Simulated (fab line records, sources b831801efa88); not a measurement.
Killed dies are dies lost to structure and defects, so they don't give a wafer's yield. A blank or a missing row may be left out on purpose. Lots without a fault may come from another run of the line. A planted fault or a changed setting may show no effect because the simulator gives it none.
Which tool did it? | flow gf180mcu | 10 lots, 30 wafers sampled, at 6 steps of a route of 602

WHAT THE GAUGES READ, wafer by wafer
GF_V2_THK_MEAS_01. Usual: V2_CVD_00_THK 611 nm, standard deviation 5.9.
lot  | measured     | on            | V2_CVD_00_THK (nm) | flag
L419 | day 19 00:30 | film_metro-03 | 617 612 621        |
L422 | day 20 13:31 | film_metro-04 | 612 600 620        |
L423 | day 20 21:20 | film_metro-03 | 614 609 608        |
L425 | day 21 14:08 | film_metro-03 | 597 609 612        |
L428 | day 22 13:31 | film_metro-03 | 610 609 608        |
L430 | day 23 07:00 | film_metro-02 | 613 610 612        |
L431 | day 23 17:27 | film_metro-04 | 603 609 601        |
L432 | day 24 04:59 | film_metro-03 | 613 615 621        |
L437 | day 26 00:13 | film_metro-04 | 608 605 612        |
L442 | day 27 03:59 | film_metro-03 | 619 620 619        |

GF_V2_RS_MEAS_24: measures by four-point-probe. Usual: V2_W_RS 0.326 ohm/sq, standard deviation 0.0047.
lot  | measured     | on            | V2_W_RS (ohm/sq)  | flag
L419 | day 20 02:08 | film_metro-04 | 0.327 0.329 0.332 |
L422 | day 21 15:17 | film_metro-03 | 0.334 0.324 0.337 |
L423 | day 21 22:49 | film_metro-04 | 0.325 0.324 0.332 |
L425 | day 22 14:41 | film_metro-02 | 0.325 0.317 0.314 |
L428 | day 23 13:19 | film_metro-02 | 0.321 0.324 0.331 |
L430 | day 24 07:17 | film_metro-03 | 0.324 0.326 0.327 |
L431 | day 24 17:18 | film_metro-04 | 0.324 0.437 0.435 | OFF
L432 | day 25 04:13 | film_metro-04 | 0.434 0.324 0.326 | OFF
L437 | day 26 23:13 | film_metro-03 | 0.318 0.319 0.315 |
L442 | day 28 01:40 | film_metro-02 | 0.319 0.327 0.314 |

GF_V2_THK_MEAS_25: measures by xrf. Usual: V2_W_THK 351 nm, standard deviation 5.9.
lot  | measured     | on            | V2_W_THK (nm) | flag
L419 | day 20 02:16 | film_metro-04 | 352 350 348   |
L422 | day 21 15:24 | film_metro-03 | 339 348 336   |
L423 | day 21 22:56 | film_metro-04 | 357 356 346   |
L425 | day 22 14:47 | film_metro-02 | 357 364 370   |
L428 | day 23 13:26 | film_metro-02 | 354 354 347   |
L430 | day 24 07:25 | film_metro-03 | 347 347 346   |
L431 | day 24 17:25 | film_metro-04 | 351 261 263   | OFF
L432 | day 25 04:19 | film_metro-04 | 263 351 350   | OFF
L437 | day 26 23:19 | film_metro-03 | 358 354 358   |
L442 | day 28 01:47 | film_metro-02 | 361 351 365   |

WHICH TOOL RAN EACH LOT (tool, then ch and the chambers of the sampled wafers, then the start)
lot  | GF_M2_SPUTTER_03             | GF_M2_STRIP_17                       | GF_V2_CVD_23
L419 | pvd_sputter-01, day 17 23:50 | plasma_asher-03 ch 0,1, day 18 23:54 | cvd_w-01 ch 0, day 20 02:02
L422 | pvd_sputter-03, day 19 12:34 | plasma_asher-03 ch 0,1, day 20 12:54 | cvd_w-02 ch 0,1, day 21 15:10
L423 | pvd_sputter-01, day 19 20:09 | plasma_asher-04 ch 0, day 20 20:42   | cvd_w-01 ch 0,1, day 21 22:41
L425 | pvd_sputter-02, day 20 13:00 | plasma_asher-03 ch 0,1, day 21 13:07 | cvd_w-02 ch 0,1, day 22 14:35
L428 | pvd_sputter-02, day 21 13:52 | plasma_asher-03 ch 0,1, day 22 12:54 | cvd_w-01 ch 0,1, day 23 13:13
L430 | pvd_sputter-02, day 22 07:08 | plasma_asher-01 ch 0,1, day 23 06:03 | cvd_w-01 ch 0,1, day 24 07:11
L431 | pvd_sputter-02, day 22 17:22 | plasma_asher-03 ch 0,1, day 23 16:49 | cvd_w-01 ch 0,1, day 24 17:11
L432 | pvd_sputter-02, day 23 04:59 | plasma_asher-01 ch 0,1, day 24 04:23 | cvd_w-01 ch 0,1, day 25 04:06
L437 | pvd_sputter-01, day 25 01:53 | plasma_asher-01 ch 0,1, day 25 23:36 | cvd_w-02 ch 0, day 26 23:05
L442 | pvd_sputter-02, day 26 06:46 | plasma_asher-04 ch 0,1, day 27 03:22 | cvd_w-02 ch 0,1, day 28 01:33
- GF_M2_SPUTTER_03: material Ti, target thk 10 nm, time 6.7 s.
- GF_M2_STRIP_17: strips in O2/N2.
- GF_V2_CVD_23: deposits W, target thk 350 nm, time 104.94 s.

WHAT THE TOOLS THEMSELVES READ (means of the sampled wafers that have a number; where no wafer has one, the mark that the record gives instead)
GF_M2_SPUTTER_03. Usual: substrate_temp_c 300.01 C, standard deviation 0.18; throttle_valve_pct 30.4 %, standard deviation 0.65.
lot  | tool           | substrate_temp_c (C) | throttle_valve_pct (%) | flag
L419 | pvd_sputter-01 | 299.97               | 31.2                   |
L422 | pvd_sputter-03 | 300.00               | 30.4                   |
L423 | pvd_sputter-01 | 300.21               | 31.1                   |
L425 | pvd_sputter-02 | 300.00               | 30.1                   |
L428 | pvd_sputter-02 | 299.84               | 30.3                   |
L430 | pvd_sputter-02 | 300.02               | 30.0                   |
L431 | pvd_sputter-02 | 299.92               | 30.1                   |
L432 | pvd_sputter-02 | 300.01               | 30.2                   |
L437 | pvd_sputter-01 | 300.05               | 30.7                   |
L442 | pvd_sputter-02 | 299.90               | 30.0                   |

GF_M2_STRIP_17. Usual: drypump_motor_current_A 5.5 A, standard deviation 0.4; heater_power_w 305 W, standard deviation 37; oes_product_au 0.557 a.u., standard deviation 0.0052; strip_time_to_endpoint_s 7.85 s, standard deviation 0.044.
lot  | tool            | drypump_motor_current_A (A) | heater_power_w (W) | oes_product_au (a.u.) | strip_time_to_endpoint_s (s) | flag
L419 | plasma_asher-03 | 5.8                         | 305                | 0.559                 | 7.86                         |
L422 | plasma_asher-03 | 5.6                         | 272                | 0.557                 | 7.88                         |
L423 | plasma_asher-04 | 5.5                         | 343                | 0.553                 | 7.83                         |
L425 | plasma_asher-03 | 5.9                         | 302                | 0.553                 | 7.84                         |
L428 | plasma_asher-03 | 5.6                         | 276                | 0.559                 | 7.82                         |
L430 | plasma_asher-01 | 5.2                         | 305                | 0.553                 | 7.81                         |
L431 | plasma_asher-03 | 5.6                         | 276                | 0.562                 | 7.88                         |
L432 | plasma_asher-01 | 5.2                         | 304                | 0.557                 | 7.85                         |
L437 | plasma_asher-01 | 5.2                         | 307                | 0.557                 | 7.83                         |
L442 | plasma_asher-04 | 5.6                         | 333                | 0.551                 | 7.81                         |

GF_V2_CVD_23. Usual: heater_power_w 792 W, standard deviation 85.
lot  | tool     | heater_power_w (W) | flag
L419 | cvd_w-01 | 727                |
L422 | cvd_w-02 | 756                |
L423 | cvd_w-01 | 764                |
L425 | cvd_w-02 | 819                |
L428 | cvd_w-01 | 773                |
L430 | cvd_w-01 | 764                |
L431 | cvd_w-01 | 813                |
L432 | cvd_w-01 | 762                |
L437 | cvd_w-02 | 899                |
L442 | cvd_w-02 | 834                |

THE ANSWER, worked out from the rows above alone
Rule: a lot is off if the mean of its wafers that have a number lies more than 3 standard deviations from the usual mean. A lot without any number at a reading at which 4 lots or more have one is off too. The other lots that the step has rows for count as sound. The gauges are gone through in route order, then the tools' own readings, and for those a lot's mean is taken as printed above. The first step at which some lot is off is used, and at that step the reading that is off furthest; a lot without a number counts as furthest.
Off: L431, L432, at GF_V2_RS_MEAS_24 (V2_W_RS).
A tool fits if, at a process step before that reading, it ran every lot that is off, and no sound lot after the first of them. The gauges at GF_V2_RS_MEAS_24 are tried like those tools. Can't be told from this: 2 tools fit, cvd_w-01 at GF_V2_CVD_23, film_metro-04 at GF_V2_RS_MEAS_24.

WHAT THE SIMULATOR HAD PUT IN
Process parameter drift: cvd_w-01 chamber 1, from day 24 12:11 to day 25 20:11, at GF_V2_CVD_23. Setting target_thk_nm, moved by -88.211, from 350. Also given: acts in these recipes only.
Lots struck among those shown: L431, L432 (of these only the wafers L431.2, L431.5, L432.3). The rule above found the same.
